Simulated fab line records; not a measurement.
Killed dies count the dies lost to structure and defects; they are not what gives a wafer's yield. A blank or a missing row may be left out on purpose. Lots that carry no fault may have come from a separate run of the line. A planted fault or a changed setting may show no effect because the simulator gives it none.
Comparing a struck lot with a sound one ; flow sky130 ; 19 steps out of a route of 708
Sound: the wafers L798.1, L798.3, L798.4. Struck: wafer L807.6 (left out: L807.2, L807.3 of the same lot, which were not struck); the cause appears at the end.
Order at every step that has rows: each side's tool, ch and its chambers, its first start. Under that, the readings that differ: sound wafers ; struck wafers ; difference of the means ; sigmas: that difference in standard deviations of wafers without a fault.
alike: same words and numbers on both sides, and readings whose means sit less than 2 such deviations apart. not compared: any withheld reading, any reading some wafer has no value for, any bound like >300 that may hide the same value, and any number with overlapping values for which the record gives no deviation.
The two part at a step that has a row with sigmas, a row that says differs or no value, or rows on one side only. When numbers do not overlap yet have no deviation, they are printed without sigmas and do not part them. A reading that every wafer of one side lacks parts them only if that side has two wafers or more.

first, 2 steps without rows for these wafers: SKY_METAL2_CLEAN_23 (cleans in O3/DIW); SKY_VIA2_HDPCVD_00 (deposits SiO2, target thk 1180 nm, time 196.7 s).
SKY_VIA2_THK_MEAS_01:
  struck on filmMetro-03, day 38 22:59; sound on filmMetro-01, day 36 03:31
  alike: VIA2_HDPCVD_THK
SKY_VIA2_CMP_02: polishes SiO2.
  sound on cmp-01 ch 0,1,3, day 36 03:35; struck on cmp-02 ch 2, day 38 23:02
  alike: edgeZonePressureFrac, motorCurrentA, platenRpm
SKY_VIA2_BOW_MEAS_03:
  struck on filmMetro-03, day 38 23:22; sound on filmMetro-03, day 36 03:53
  alike: VIA2_BOW
then, 7 steps without rows for these wafers: SKY_VIA2_DEHYDRATE_04 (time 60 s); SKY_VIA2_HMDS_05 (prime time 60 s); SKY_VIA2_COAT_06 (resist thk 60 nm); SKY_VIA2_COAT_07 (resist thk 450 nm); SKY_VIA2_SOFTBAKE_08 (time 90 s); SKY_VIA2_EXPOSE_09 (exposes mask VIM2, target cd 200 nm); SKY_VIA2_PEB_10.
SKY_VIA2_DEVELOP_11: develop time 60 s.
  sound on lithoTrack-02 ch 0, day 37 04:00; struck on lithoTrack-02 ch 0, day 39 23:00
SKY_VIA2_CD_MEAS_12: target cd 200 nm.
  struck on cdSem-01, day 39 23:32; sound on cdSem-01, day 37 04:16
reading;sound;struck;difference;sigmas
cdNm (nm);195.7 197.7 197.2;181.4;-15.5;-10
SKY_VIA2_OVL_MEAS_13:
  struck on overlay-01, day 39 23:38; sound on overlay-02, day 37 04:23
  alike: VIA2_OVL
SKY_VIA2_ETCH_14: etches BARC in N2/H2, stops on SiO2, time 45.9 s, target depth 60 nm.
  sound on rieDiel-01 ch 1,2, day 37 04:25; struck on rieDiel-02 ch 0, day 39 23:40
reading;sound;struck;difference;sigmas
model.VIA2.cdNm (nm);195.3 197.7 197.4;181.3;-15.5;
  alike: drypumpMotorCurrentA, oesProductAu, throttleValvePct
  not compared: rfHoursCounterH
SKY_VIA2_ETCH_15: etches SiO2 in C4F8/O2/Ar, stops on TiN, target depth 546 nm, time 84 s.
  sound on rieDiel-01 ch 1,2, day 37 04:28; struck on rieDiel-02 ch 0, day 39 23:43
reading;sound;struck;difference;sigmas
model.VIA2.cdNm (nm);196.7 193.9 193.3;181.9;-12.7;
  alike: oesProductAu
  not compared: rfHoursCounterH
SKY_VIA2_STRIP_16: strips in O2/N2.
  sound on plasmaAsher-02 ch 0,1, day 37 04:31; struck on plasmaAsher-04 ch 1, day 39 23:46
  alike: drypumpMotorCurrentA, oesProductAu, stripTimeToEndpointS
  not compared: rfHoursCounterH
-- the record jumps here: 9 days lie between the struck wafers' starts before and after (it left off in module VIA2 and takes up again in module PAD_OPEN, whose first step shown is number 708 of the route) --
SKY_PAD_OPEN_PROBE_99:
  struck on prober-01, day 48 17:08; sound on prober-01, day 46 12:13
reading;sound;struck;difference;sigmas
killedAtFrontEnd;17 23 14;8;-10;-2
model.etest.via2Chain.rcOhm;10.13 10.77 10.68;12.08;+1.55;
  alike: defectLimitedYield, killed_at_M0_to_M3, killed_at_M4_up, killedAtContacts, killedAtOther, killedDies, killedOpen, killedShort, sort_bin_3_pad_short, sort_bin_5_function, sort_bin_6_memory, sortNPass, sortYieldPct

## WHERE THEY PART
First at SKY_VIA2_CD_MEAS_12; last, within this record, at SKY_PAD_OPEN_PROBE_99.

WHY: the cause the simulator had injected
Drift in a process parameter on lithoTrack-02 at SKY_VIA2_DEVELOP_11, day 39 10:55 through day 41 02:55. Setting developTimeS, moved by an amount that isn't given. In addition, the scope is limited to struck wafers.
